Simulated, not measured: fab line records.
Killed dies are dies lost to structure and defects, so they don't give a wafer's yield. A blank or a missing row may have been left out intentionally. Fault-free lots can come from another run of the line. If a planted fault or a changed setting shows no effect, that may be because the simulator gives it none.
Chamber matching | flow sfq-line | SFQ_TRILAYER_I6_CMP_CMP_166 on cmp-02: 4 sister chambers
The step polishes SiO2. 14 wafers are shown with their chamber, then 7 later ones without.

## WAFERS WITH THEIR CHAMBER
wafer  | chamber | time-to-endpoint-s (s) | motor-current-A (A) | platen-rpm (rpm)
L283.3 | 0       | 211                    | 11.3                | 60.02
L283.4 | 2       | 214                    | 10.7                | 59.96
L283.5 | 0       | 218                    | 11.1                | 59.95
L284.1 | 2       | 219                    | 10.2                | 60.00
L284.2 | 3       | 225                    | 11.1                | 59.86
L284.3 | 0       | 218                    | 10.7                | 59.99
L285.1 | 0       | 221                    | 11.5                | 59.98
L285.3 | 3       | 222                    | 11.3                | 60.07
L285.4 | 1       | 231                    | 12.0                | 59.95
L287.2 | 1       | 230                    | 11.3                | 59.95
L287.3 | 2       | 215                    | 10.6                | 59.99
L287.4 | 3       | 230                    | 11.1                | 60.05
L298.3 | 3       | 209                    | 10.7                | 59.98
L298.4 | 2       | 214                    | 10.5                | 60.03

SIGNATURES, as means of the wafers listed above
reading            | chamber 0 | chamber 1 | chamber 2 | chamber 3 | scatter within a chamber
time-to-endpoint-s | 217.00    | 230.50    | 215.50    | 221.50    | 5.59
motor-current-A    | 11.150    | 11.650    | 10.500    | 11.050    | 0.304
platen-rpm         | 59.9850   | 59.9500   | 59.9950   | 59.9900   | 0.0566
Rule: for a wafer and a chamber, the distance is found by dividing, reading by reading, the gap between the wafer's reading and the chamber's mean by the reading's scatter, squaring, summing and taking the root. The wafer belongs to the nearest chamber; if the next one is less than 2 further off, it can't be placed. The scatter: the root of (the sum of the squares of (reading less its chamber's mean) over the shown wafers, divided by (wafers less chambers)).

## WAFERS WHOSE CHAMBER IS MISSING
wafer  | time-to-endpoint-s (s) | motor-current-A (A) | platen-rpm (rpm)
L298.5 | 216                    | 10.4                | 60.02
L300.2 | 212                    | 10.9                | 59.96
L300.3 | 215                    | 11.7                | 59.96
L300.5 | 218                    | 10.9                | 60.01
L304.2 | 218                    | 11.0                | 60.04
L304.1 | 217                    | 11.4                | 59.98
L304.6 | 223                    | 10.2                | 60.02

## EACH ONE'S CHAMBER
wafer  | from the rows above          | in truth
L298.5 | can't be placed: 2 or 3 or 0 | 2
L300.2 | can't be placed: 0 or 2 or 3 | 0
L300.3 | can't be placed: 0 or 3 or 1 | 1
L300.5 | can't be placed: 3 or 0 or 2 | 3
L304.2 | can't be placed: 3 or 0 or 2 | 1
L304.1 | can't be placed: 0 or 3 or 1 | 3
L304.6 | can't be placed: 2 or 3 or 0 | 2
Correctly placed: 0 of 7. These rows do not allow placing 7 (true chamber among the candidates in 6). Placed wrongly: 0.
